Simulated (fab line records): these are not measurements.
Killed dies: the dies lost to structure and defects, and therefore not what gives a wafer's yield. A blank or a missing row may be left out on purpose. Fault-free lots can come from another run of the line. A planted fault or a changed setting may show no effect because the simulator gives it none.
fab line records | flow gf180mcu
record: lots: 6 | wafers: 18 | lastDay: 34
route steps=602 shown STI@25 DNWELL@32
lots untouched by any fault: they come from a run of this same line in which no faults occurred
startH: hours from the record's opening day to when the first of the lot's shown wafers began | waitH: time in hours since the lot's previous step | " repeats the value in the row above | L1.1+2: one row covering several wafers at once | - value missing, or start not given | * or withheld: withheld | < > ~ a bound
route shown NAME@n: names a module that has steps shown in the file, with the first one's number in the route | usual: mean and standard deviation over wafers with no fault | same: alike in all rows | chamber/n: place in a boat | sites: the reading at each site | _std_site: the standard deviation of these | _edge_site: the outer-site mean with the inner-site mean subtracted | radiusMm: for every site, how far away it sits from the centre of the wafer | mask NAME#n: copy n | behind: the most recent tool/chamber to have shaped the wafer | hold: what put the lot on hold/how long, in hours/how the hold closed | device: names the non-switching transistor (n, p or np) | end of line: at the end of the route, the tests of the same wafers | step lacking rows: just its recipe | killed: at the first sort, the dies lost to defects and structure; wafer yield is something else | map: a wafer's dies, marking killed ones x, the rest . and places with no die _
set.NAME: the setting that was run; set.NAME@STEP: the one run at that earlier step | model.NAME: the simulator's own value behind a step, which no gauge read
lots at selected steps of the route; one table per step, one row per wafer
services: the hour from which a tool's chamber was out of use, counted from the record's first day as startH (under 0 if before that day), plus the number of hours and why
== steps ==
step: GF_STI_THK_MEAS_24
recipe: reads: SiO2_of_STI_CVD_23
usual: STI_CVD_23_THK: 650/5.8
lot.wafer | tool         | chamber | startH | waitH | STI_CVD_23_THK[nm]
L850.1    | filmMetro-02 | -       | 54.05  | 0.0   | 657
L850.3    | "            | -       | "      | "     | 652
L850.4    | "            | -       | "      | "     | 657
L851.2    | filmMetro-03 | -       | 59.53  | 0.0   | 655
L851.4    | "            | -       | "      | "     | 657
L851.6    | "            | -       | "      | "     | 663
L852.2    | filmMetro-03 | -       | 64.23  | 0.0   | 654
L852.3    | "            | -       | "      | "     | 645
L852.4    | "            | -       | "      | "     | 648
L862.2    | filmMetro-02 | -       | 114.95 | 0.0   | 633
L862.5    | "            | -       | "      | "     | 641
L862.6    | "            | -       | "      | "     | 643
L865.2    | filmMetro-02 | -       | 130.19 | 0.1   | 651
L865.3    | "            | -       | "      | "     | 652
L865.5    | "            | -       | "      | "     | 664
L868.1    | filmMetro-03 | -       | 145.46 | 0.0   | 654
L868.5    | "            | -       | "      | "     | 649
L868.6    | "            | -       | "      | "     | 643
step: GF_STI_CMP_25
recipe: stopOn: Si3N4 | tOverpolishS: 33 | downForcePsi: 4 | platenRpm: 60 | targetThkNm: 524.6 | padVelocityMS: 0.94248
usual: motorCurrentA: 11.1/0.94 | overpolishRunS: 32.999/0.0082 | timeToEndpointS: 126/4
lot.wafer | tool   | chamber | startH | waitH | motorCurrentA | overpolishRunS | timeToEndpointS
L850.3    | cmp-01 | 3       | 54.11  | 0.0   | 10.9          | 32.998         | 130
L850.4    | "      | 1       | "      | "     | 11.8          | 33.004         | 125
L850.1    | "      | 2       | "      | "     | 10.3          | 32.985         | 126
L851.2    | cmp-01 | 0       | 59.63  | 0.1   | 10.7          | 33.006         | 124
L851.4    | "      | 2       | "      | "     | 9.8           | 32.996         | 126
L851.6    | "      | 0       | "      | "     | 11.4          | 32.998         | 123
L852.3    | cmp-01 | 2       | 64.28  | 0.0   | 9.7           | 32.989         | 129
L852.4    | "      | 0       | "      | "     | 10.8          | 32.992         | 122
L852.2    | "      | 1       | "      | "     | 10.8          | 33.000         | 133
L862.2    | cmp-02 | 0       | 115.00 | 0.0   | 12.5          | 33.011         | 118
L862.5    | "      | 0       | "      | "     | 12.5          | 33.000         | 120
L862.6    | "      | 1       | "      | "     | 12.1          | 33.014         | 123
L865.2    | cmp-02 | 3       | 130.29 | 0.1   | 10.8          | 33.012         | 124
L865.3    | "      | 1       | "      | "     | 12.1          | 33.001         | 121
L865.5    | "      | 3       | "      | "     | 10.7          | 32.991         | 127
L868.1    | cmp-01 | 1       | 145.52 | 0.1   | 11.2          | 33.001         | 124
L868.6    | "      | 1       | "      | "     | 11.6          | 33.001         | 123
L868.5    | "      | 2       | "      | "     | 10.2          | 32.993         | 124
step: GF_STI_WET_ETCH_26
recipe: chemistry: dHF | targetDepthNm: 94 | target: SiO2 | tempC: 25 | dilution: 10:1 | timeS: 188
step: GF_STI_WET_ETCH_27
recipe: chemistry: H3PO4 | targetDepthNm: 160 | target: Si3N4 | tempC: 160 | timeS: 1825
step: GF_STI_WET_ETCH_28
recipe: chemistry: dHF | targetDepthNm: 20 | dry: ipaMarangoni | target: SiO2 | tempC: 25 | dilution: 10:1 | timeS: 40
step: GF_STI_OXIDATION_29
recipe: tempC: 900 | ambient: O2 | stabiliseS: 600 | purgeS: 300 | targetThkA: 100 | oxTimeS: 1418
step: GF_STI_THK_MEAS_30
recipe: reads: SiO2_of_STI_OXIDATION_29
usual: STI_OXIDATION_02_THK: 10.02/0.16
lot.wafer | tool         | chamber | startH | waitH | STI_OXIDATION_02_THK[nm]
L850.1    | filmMetro-03 | -       | 56.40  | 0.0   | 10.08
L850.3    | "            | -       | "      | "     | 9.92
L850.4    | "            | -       | "      | "     | 9.93
L851.2    | filmMetro-01 | -       | 61.93  | 0.0   | 10.20
L851.4    | "            | -       | "      | "     | 10.19
L851.6    | "            | -       | "      | "     | 10.35
L852.2    | filmMetro-03 | -       | 67.35  | 0.0   | 10.14
L852.3    | "            | -       | "      | "     | 10.12
L852.4    | "            | -       | "      | "     | 10.09
L862.2    | filmMetro-03 | -       | 117.30 | 0.0   | 9.95
L862.5    | "            | -       | "      | "     | 9.80
L862.6    | "            | -       | "      | "     | 10.08
L865.2    | filmMetro-01 | -       | 132.92 | 0.0   | 9.86
L865.3    | "            | -       | "      | "     | 9.90
L865.5    | "            | -       | "      | "     | 9.74
L868.1    | filmMetro-02 | -       | 147.82 | 0.0   | 10.16
L868.5    | "            | -       | "      | "     | 10.03
L868.6    | "            | -       | "      | "     | 10.12
step: GF_DNWELL_DEHYDRATE_00
recipe: tempC: 200 | timeS: 60
step: GF_DNWELL_HMDS_01
recipe: primeTimeS: 60 | primeTempC: 120
step: GF_DNWELL_COAT_02
recipe: spinRpm: 2000 | resistThkNm: 3000
step: GF_DNWELL_SOFTBAKE_03
recipe: tempC: 110 | timeS: withheld
step: GF_DNWELL_EXPOSE_04
recipe: maskId: DNWELL | targetCdNm: 1700 | na: 0.6 | sourceShape: conventional | sigmaOuter: 0.6 | doseMj: 260
step: GF_DNWELL_PEB_05
recipe: tempC: 115 | timeS: withheld
usual: chillPlateTempC: 23.00/0.11 | exhaustPa: 44.7/0.95 | resistLineTempC: 22.99/0.11
lot.wafer | tool          | chamber | startH | waitH | chillPlateTempC | exhaustPa | resistLineTempC
L850.1    | lithoTrack-02 | 0       | 69     | -     | 23.25           | 43.6      | 23.00
L850.3    | "             | 0       | "      | "     | 23.23           | 43.9      | 22.75
L850.4    | "             | 0       | "      | "     | 23.02           | 44.2      | 22.87
L851.2    | lithoTrack-02 | -       | 74     | -     | -               | -         | -
L851.4    | "             | -       | "      | "     | -               | -         | -
L851.6    | "             | -       | "      | "     | -               | -         | -
L852.2    | lithoTrack-01 | -       | 80     | -     | -               | -         | -
L852.3    | "             | -       | "      | "     | -               | -         | -
L852.4    | "             | -       | "      | "     | -               | -         | -
L862.2    | lithoTrack-02 | 0       | 131    | -     | 22.96           | 45.7      | 22.97
L862.5    | "             | 0       | 132    | -     | 22.97           | 46.1      | 23.19
L862.6    | "             | 0       | "      | "     | 22.95           | 45.8      | 22.96
L865.2    | lithoTrack-03 | 0       | 147    | -     | 22.99           | 46.7      | 22.75
L865.3    | "             | 0       | "      | "     | 22.73           | 45.4      | 22.90
L865.5    | "             | 0       | 148    | -     | 22.95           | 45.7      | 22.89
L868.1    | lithoTrack-02 | 0       | 163    | -     | 23.17           | 42.6      | 22.89
L868.5    | "             | 0       | "      | "     | 23.25           | 44.0      | 23.03
L868.6    | "             | 0       | "      | "     | 23.29           | 44.3      | 22.96
step: GF_DNWELL_DEVELOP_06
recipe: wallAngleDeg: 90 | developTimeS: 60 | devTempC: 23
== services ==
tool   | chamber | startH | hours | kind
cmp-02 | -       | 64.15  | 4.0   | pm
cmp-02 | -       | 68.15  | -     | consumableReplace:conditioner
cmp-02 | -       | 68.15  | -     | consumableReplace:pad
cmp-01 | -       | 87.34  | 4.6   | pm
cmp-01 | -       | 96.57  | 0.7   | repair
cmp-01 | -       | 116.00 | 0.9   | repair
cmp-01 | -       | 149.24 | 5.0   | pm
== key ==
firstSign: step: GF_DNWELL_PEB_05 | reading: toolRecord | direction: missing
effect none on later readings
metAt GF_DNWELL_PEB_05
struckWafers L851.2,L851.4,L851.6,L852.2,L852.3,L852.4
sortLeftOut L851.2,L851.4,L851.6,L852.2,L852.3,L852.4
testerLeftOut L851,L852
onsetBetween 69 74
fault: kind: skippedStepWhole | tool: lithoTrack-01,lithoTrack-02 | chamber: - | onsetH: 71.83 | steps: GF_DNWELL_PEB_05 | scope: struckLotsOnly
testerLeftOut: of these lots the tester's yield and bins aren't shown, on N5 and GAA mostly nor the transistor test; their killed dies are dies lost to structure and defects alone, not to doping, threshold or leakage, so they don't give the yield
sortLeftOut: the simulated sort isn't trusted on such a fault, so these wafers' sort isn't shown, and their yield isn't known
